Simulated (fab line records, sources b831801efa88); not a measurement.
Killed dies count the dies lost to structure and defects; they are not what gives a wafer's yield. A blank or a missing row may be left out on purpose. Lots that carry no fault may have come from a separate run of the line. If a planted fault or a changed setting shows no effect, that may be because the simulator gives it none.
fab line records	flow sky130
record: lots: 13	wafers: 39	lastDay: 49
route steps=708 shown METAL1@449 VIA1@461 METAL2@484 VIA2@507 PAD_OPEN@708
lots that met no fault: from a run of the same line without faults
startH: hours from the record's opening day to when the first of the lot's shown wafers began	waitH: hours elapsed since this lot's preceding step	" unchanged from the row above	L1.1+2: several wafers, shown together as one row	- no value, or no start given	* or withheld: withheld	< > ~ a bound
route shown NAME@n: NAME is a module with steps in the file, n the number in the route of the first one	usual: average and standard deviation across the fault-free wafers	same: alike in all rows	chamber/n: place in a boat	sites: per-site readings	_std_site: how widely they spread, as a standard deviation	_edge_site: outer sites' mean less inner sites'	radiusMm: for every site, how far away it sits from the centre of the wafer	mask NAME#n: copy n	behind: the last tool/chamber to shape the wafer	hold: why the lot was held/for how many hours/how that ended	device: the n, p or np transistor that did not switch	end of line: tests run on the same wafers once the route is complete	a step with no rows: only its recipe	killed: count of dies lost to structure and defects at first sort (not the wafer's yield)	map: a wafer's dies, marking killed ones x, the rest . and places with no die _
set.NAME: the run value of the setting; set.NAME@STEP: its run value at that earlier step	model.NAME: the simulator's own value behind a step, which no gauge read
the route's steps for a sample of lots (tables are steps, rows are wafers)
services: the hour from which a tool's chamber was out of use, counted from the record's first day as startH (under 0 if before that day), plus the number of hours and why
== steps ==
step: SKY_METAL1_CD_MEAS_15
recipe: targetCdNm: 140
usual: cdNm: 139.7/1.5
lot.wafer	tool	chamber	startH	waitH	cdNm
L538.1	cdSem-01	-	781.80	-	140.4
L538.3	"	-	"	"	140.5
L538.6	"	-	"	"	141.5
L540.3	cdSem-01	-	795.91	-	139.6
L540.4	"	-	"	"	140.3
L540.6	"	-	"	"	141.6
L541.1	cdSem-02	-	806.32	-	140.2
L541.3	"	-	"	"	139.4
L541.4	"	-	"	"	138.4
L542.2	cdSem-02	-	813.76	-	139.0
L542.3	"	-	"	"	137.8
L542.4	"	-	"	"	138.2
L544.1	cdSem-01	-	829.07	-	139.5
L544.2	"	-	"	"	137.3
L544.4	"	-	"	"	137.4
L543.4	cdSem-02	-	829.36	-	139.4
L543.5	"	-	"	"	140.3
L543.6	"	-	"	"	140.1
L546.3	cdSem-02	-	851.84	-	137.7
L546.4	"	-	"	"	138.1
L546.5	"	-	"	"	139.3
L547.1	cdSem-01	-	853.90	-	137.8
L547.3	"	-	"	"	138.0
L547.4	"	-	"	"	136.2
L548.4	cdSem-02	-	862.26	-	138.6
L548.5	"	-	"	"	139.2
L548.6	"	-	"	"	139.6
L549.1	cdSem-02	-	870.40	-	140.4
L549.2	"	-	"	"	141.4
L549.5	"	-	"	"	141.1
L550.1	cdSem-02	-	875.94	-	142.9
L550.2	"	-	"	"	141.6
L550.3	"	-	"	"	140.9
L551.2	cdSem-01	-	886.82	-	138.2
L551.4	"	-	"	"	139.3
L551.5	"	-	"	"	138.1
L556.1	cdSem-01	-	913.04	-	140.6
L556.2	"	-	"	"	141.6
L556.4	"	-	"	"	141.2
step: SKY_VIA1_BOW_MEAS_03
recipe: mode: bow
usual: VIA1_BOW: 78/6.8
lot.wafer	tool	chamber	startH	waitH	VIA1_BOW[um]
L538.1	filmMetro-02	-	783.21	0.2	72
L538.3	"	-	"	"	67
L538.6	"	-	"	"	81
L540.3	filmMetro-02	-	797.31	0.2	79
L540.4	"	-	"	"	59
L540.6	"	-	"	"	83
L541.1	filmMetro-01	-	807.73	0.2	82
L541.3	"	-	"	"	74
L541.4	"	-	"	"	65
L542.2	filmMetro-02	-	815.51	0.1	84
L542.3	"	-	"	"	75
L542.4	"	-	"	"	69
L544.1	filmMetro-01	-	830.47	0.1	75
L544.2	"	-	"	"	77
L544.4	"	-	"	"	63
L543.4	filmMetro-02	-	830.92	0.3	81
L543.5	"	-	"	"	74
L543.6	"	-	"	"	67
L546.3	filmMetro-04	-	853.25	0.3	89
L546.4	"	-	"	"	76
L546.5	"	-	"	"	74
L547.1	filmMetro-04	-	855.36	0.2	81
L547.3	"	-	"	"	84
L547.4	"	-	"	"	77
L548.4	filmMetro-01	-	863.69	0.2	76
L548.5	"	-	"	"	83
L548.6	"	-	"	"	72
L549.1	filmMetro-02	-	871.85	0.2	81
L549.2	"	-	"	"	74
L549.5	"	-	"	"	83
L550.1	filmMetro-01	-	877.41	0.2	82
L550.2	"	-	"	"	82
L550.3	"	-	"	"	77
L551.2	filmMetro-01	-	888.27	0.2	79
L551.4	"	-	"	"	85
L551.5	"	-	"	"	72
L556.1	filmMetro-02	-	914.45	0.1	84
L556.2	"	-	"	"	85
L556.4	"	-	"	"	70
step: SKY_METAL2_SPUTTER_01
recipe: material: TiN	targetThkNm: 20	powerW: 6500	timeS: 16.7	chamberPressurePa: 0.4
usual: throttleValvePct: 29.8/1.1
same: timeS: 16.7
lot.wafer	tool	chamber	startH	waitH	throttleValvePct
L538.1	pvdSputter-01	-	811.31	0.0	30.1
L538.3	"	-	"	"	30.5
L538.6	"	-	"	"	31.6
L540.3	pvdSputter-03	-	825.68	0.0	30.3
L540.4	"	-	"	"	30.1
L540.6	"	-	"	"	31.5
L541.1	pvdSputter-03	-	836.15	0.0	31.5
L541.3	"	-	"	"	30.5
L541.4	"	-	"	"	31.4
L542.2	pvdSputter-02	-	843.70	0.0	29.1
L542.3	"	-	"	"	29.6
L542.4	"	-	"	"	27.7
L544.1	pvdSputter-03	-	857.81	0.0	29.0
L544.2	"	-	"	"	29.6
L544.4	"	-	"	"	31.4
L543.4	pvdSputter-02	-	858.19	0.0	29.5
L543.5	"	-	"	"	29.3
L543.6	"	-	"	"	29.8
L546.3	pvdSputter-01	-	880.22	0.0	30.2
L546.4	"	-	"	"	30.4
L546.5	"	-	"	"	30.4
L547.1	pvdSputter-02	-	882.92	0.0	27.7
L547.3	"	-	"	"	29.5
L547.4	"	-	"	"	29.2
L548.4	pvdSputter-03	-	891.12	0.0	30.4
L548.5	"	-	"	"	28.9
L548.6	"	-	"	"	30.6
L549.1	pvdSputter-01	-	899.26	0.0	30.4
L549.2	"	-	"	"	30.6
L549.5	"	-	"	"	30.5
L550.1	pvdSputter-03	-	903.93	0.0	31.5
L550.2	"	-	"	"	28.8
L550.3	"	-	"	"	29.6
L551.2	pvdSputter-02	-	915.46	0.0	29.4
L551.4	"	-	"	"	27.8
L551.5	"	-	"	"	29.5
L556.1	pvdSputter-03	-	940.54	0.0	30.3
L556.2	"	-	"	"	31.4
L556.4	"	-	"	"	29.6
step: SKY_VIA2_HDPCVD_00
recipe: material: SiO2	targetThkNm: 1180	sigmaOpenFrac: 0.3	timeS: 196.7	tempC: 400	sih4FlowSccm: 60	pressureMtorr: 6
lot.wafer	tool	chamber	startH	waitH
L538.1+3+6	hdpcvd-02	2,0,0	839.07	0.0
L540.3+4+6	hdpcvd-01	1,0,2	853.34	0.0
L541.1+3+4	hdpcvd-02	2,1,0	862.84	0.0
L542.2+3+4	hdpcvd-01	0,2,2	870.71	0.0
L544.1+2+4	hdpcvd-01	2,1,0	884.34	0.0
L543.4+5+6	hdpcvd-02	2,0,1	885.10	0.1
L546.3+4+5	hdpcvd-01	2,2,0	907.11	0.0
L547.1+3+4	hdpcvd-02	2,1,0	908.59	0.0
L548.4+5+6	hdpcvd-01	2,1,0	917.77	0.1
L549.1+2+5	hdpcvd-02	0,2,2	925.07	0.0
L550.1+2+3	hdpcvd-02	1,2,0	929.58	0.0
L551.2+4+5	hdpcvd-02	0,2,0	941.37	0.0
L556.1+2+4	hdpcvd-01	0,2,1	966.56	0.0
step: SKY_VIA2_THK_MEAS_01
recipe: reads: SiO2_of_VIA2_HDPCVD_00
usual: VIA2_HDPCVD_THK: 1181/13
lot.wafer	tool	chamber	startH	waitH	hold	VIA2_HDPCVD_THK[nm]
L538.1	filmMetro-01	-	839.26	0.1	-	1186
L538.3	"	-	"	"	-	1193
L538.6	"	-	"	"	-	1193
L540.3	filmMetro-03	-	853.48	0.1	-	1158
L540.4	"	-	"	"	-	1179
L540.6	"	-	"	"	-	1197
L541.1	filmMetro-03	-	862.97	0.1	-	1179
L541.3	"	-	"	"	-	1165
L541.4	"	-	"	"	-	1164
L542.2	filmMetro-03	-	870.84	0.1	-	1167
L542.3	"	-	"	"	-	1188
L542.4	"	-	"	"	-	1178
L544.1	filmMetro-03	-	884.46	0.1	-	1181
L544.2	"	-	"	"	-	1166
L544.4	"	-	"	"	-	1174
L543.4	filmMetro-04	-	885.20	0.0	-	1185
L543.5	"	-	"	"	-	1209
L543.6	"	-	"	"	-	1192
L546.3	filmMetro-03	-	907.26	0.1	-	1184
L546.4	"	-	"	"	-	1180
L546.5	"	-	"	"	-	1176
L547.1	filmMetro-03	-	908.72	0.1	-	1189
L547.3	"	-	"	"	-	1167
L547.4	"	-	"	"	-	1192
L548.4	filmMetro-01	-	917.86	0.0	-	1182
L548.5	"	-	"	"	-	1170
L548.6	"	-	"	"	-	1172
L549.1	filmMetro-01	-	925.20	0.1	-	1182
L549.2	"	-	"	"	-	1159
L549.5	"	-	"	"	-	1171
L550.1	filmMetro-03	-	929.71	0.1	awaitDispo/0.2h/release	596
L550.2	"	-	"	"	awaitDispo/0.2h/release	585
L550.3	"	-	"	"	awaitDispo/0.2h/release	594
L550.1	filmMetro-03	-	929.93	0.2	-	596
L550.2	"	-	"	"	-	585
L550.3	"	-	"	"	-	593
L551.2	filmMetro-04	-	941.50	0.1	awaitDispo/0.2h/release	590
L551.4	"	-	"	"	awaitDispo/0.2h/release	564
L551.5	"	-	"	"	awaitDispo/0.2h/release	587
L551.2	filmMetro-04	-	941.73	0.2	-	590
L551.4	"	-	"	"	-	564
L551.5	"	-	"	"	-	587
L556.1	filmMetro-01	-	966.69	0.1	-	1180
L556.2	"	-	"	"	-	1199
L556.4	"	-	"	"	-	1185
step: SKY_PAD_OPEN_PROBE_99
usual: defectLimitedYield: 82.2/2.2	killed_at_M0_to_M3: 45/7.1	killed_at_M4_up: 3.0/1.8	killedAtContacts: 24/5.4	killedAtFrontEnd: 16/4.9	killedAtOther: 0.3/0.63	killedDies: 88/11	killedOpen: 47/7.4	killedShort: 40/7	sort_bin_3_pad_short: 1.0/0.43	sort_bin_5_function: 10.6/1.7	sort_bin_6_memory: 6.3/1.1	sortNPass: 404/11	sortYieldPct: 82.2/2.2
same: grossDies: 492	killedAtBackSide: 0	sort_bin_4_leakage[%]: 0	sort_bin_8_speed[%]: 0
lot.wafer	tool	chamber	startH	waitH	defectLimitedYield[%]	killed_at_M0_to_M3	killed_at_M4_up	killedAtContacts	killedAtFrontEnd	killedAtOther	killedDies	killedOpen	killedShort	sort_bin_3_pad_short[%]	sort_bin_5_function[%]	sort_bin_6_memory[%]	sortNPass	sortYieldPct[%]
L546.3	prober-01	-	1140.12	0.2	79.9	55	4	20	20	0	99	52	47	1.0	12.8	6.3	393	79.9
L546.4	prober-01	-	1140.17	0.2	80.3	51	1	25	20	0	97	54	43	0.2	13.8	5.7	395	80.3
L546.5	prober-01	-	1140.22	0.2	81.5	53	1	26	11	0	91	51	40	0.6	11.8	6.1	401	81.5
L549.1	prober-02	-	1155.00	0.1	83.5	43	1	20	17	0	81	41	40	0.8	9.1	6.5	411	83.5
L549.2	prober-02	-	1155.05	0.1	83.5	39	3	24	14	1	81	45	36	0.8	9.8	5.9	411	83.5
L549.5	prober-02	-	1155.20	0.2	82.9	44	8	18	14	0	84	45	39	0.8	10.4	5.9	408	82.9
killed by level:class
L546.3 VIA1:geometricParticle:open=11 CONTACT:geometricParticle:open=9 FIELD_ISO:geometricParticle:short=8 FIELD_ISO:geometricParticle:open=6 VIA2:geometricParticle:open=6 VIA3:geometricParticle:open=6 METAL2:geometricParticle:short=5 POLY_GATE:geometricParticle:short=5
L546.4 CONTACT:geometricParticle:open=13 VIA1:geometricParticle:open=12 VIA1:geometricParticle:short=7 VIA2:geometricParticle:open=7 LI_CONTACT:geometricParticle:open=6 FIELD_ISO:geometricParticle:short=5 VIA3:geometricParticle:open=5 METAL2:geometricParticle:short=5
L546.5 VIA1:geometricParticle:open=16 METAL2:geometricParticle:short=9 LI_CONTACT:geometricParticle:open=8 CONTACT:geometricParticle:open=7 VIA1:geometricParticle:short=6 METAL1:geometricParticle:short=5 VIA3:geometricParticle:short=5 VIA3:geometricParticle:open=4
L549.1 LI_CONTACT:geometricParticle:open=11 VIA1:geometricParticle:open=10 METAL2:geometricParticle:short=8 CONTACT:geometricParticle:open=6 METAL1:geometricParticle:short=6 VIA1:geometricParticle:short=6 POLY_GATE:geometricParticle:short=5 METAL3:geometricParticle:short=4
L549.2 CONTACT:geometricParticle:open=12 VIA1:geometricParticle:open=10 VIA3:geometricParticle:open=8 CONTACT:geometricParticle:short=7 VIA2:geometricParticle:open=4 METAL1:geometricParticle:short=4 VIA1:geometricParticle:short=4 METAL2:geometricParticle:short=4
L549.5 VIA1:geometricParticle:short=8 VIA3:geometricParticle:open=8 CONTACT:geometricParticle:open=7 VIA1:geometricParticle:open=7 VIA2:geometricParticle:open=6 LI_CONTACT:geometricParticle:open=5 FIELD_ISO:geometricParticle:short=4 POLY_CUT:geometricParticle:short=4
== services ==
tool	chamber	startH	hours	kind
hdpcvd-02	2	792.64	4.0	repair
pvdSputter-03	1	824.82	-	consumableReplace:kit
pvdSputter-03	1	824.82	18.0	scheduledDown
pvdSputter-03	1	824.82	18.0	ventCycle
pvdSputter-02	3	835.54	-	consumableReplace:kit
pvdSputter-02	3	835.54	18.0	scheduledDown
pvdSputter-02	3	835.54	18.0	ventCycle
pvdSputter-02	-	849.06	1.5	repair
hdpcvd-01	0	885.18	5.9	repair
pvdSputter-03	-	891.68	1.9	repair
hdpcvd-02	-	892.82	5.5	pm
hdpcvd-01	-	895.05	0.4	repair
pvdSputter-02	-	930.75	5.9	repair
hdpcvd-01	-	941.34	2.9	repair
pvdSputter-03	0	949.54	-	consumableReplace:kit
pvdSputter-03	0	949.54	18.0	scheduledDown
pvdSputter-03	0	949.54	18.0	ventCycle
hdpcvd-01	-	950.25	15.0	pm
hdpcvd-01	0	950.25	15.0	ventCycle
hdpcvd-01	1	950.25	15.0	ventCycle
hdpcvd-01	2	950.25	15.0	ventCycle
hdpcvd-01	0	965.25	-	clean
hdpcvd-01	1	965.25	-	clean
hdpcvd-01	2	965.25	-	clean
== key ==
firstSign: step: SKY_VIA2_THK_MEAS_01	reading: visit	direction: added
effect: step: SKY_VIA2_THK_MEAS_01	reading: VIA2_HDPCVD_THK	direction: down	sigmas: 47	usual: 1181	struck: 586
metAt SKY_VIA2_HDPCVD_00
struckLots L550,L551
scrappedBehind SKY_VIA2_THK_MEAS_01 L550.1,L550.2,L550.3,L551.2,L551.4,L551.5
notActingAt SKY_METAL1_CD_MEAS_15,SKY_VIA1_BOW_MEAS_03,SKY_METAL2_SPUTTER_01
onsetBetween 925.07 929.58
fault: kind: processParameterDrift	tool: hdpcvd-02	chamber: -	onsetH: 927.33	steps: SKY_VIA2_HDPCVD_00	channel: targetThkNm	offset: -590.15	shape: step	endH: 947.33	actsIn: theseRecipesOnly	stated: 1180
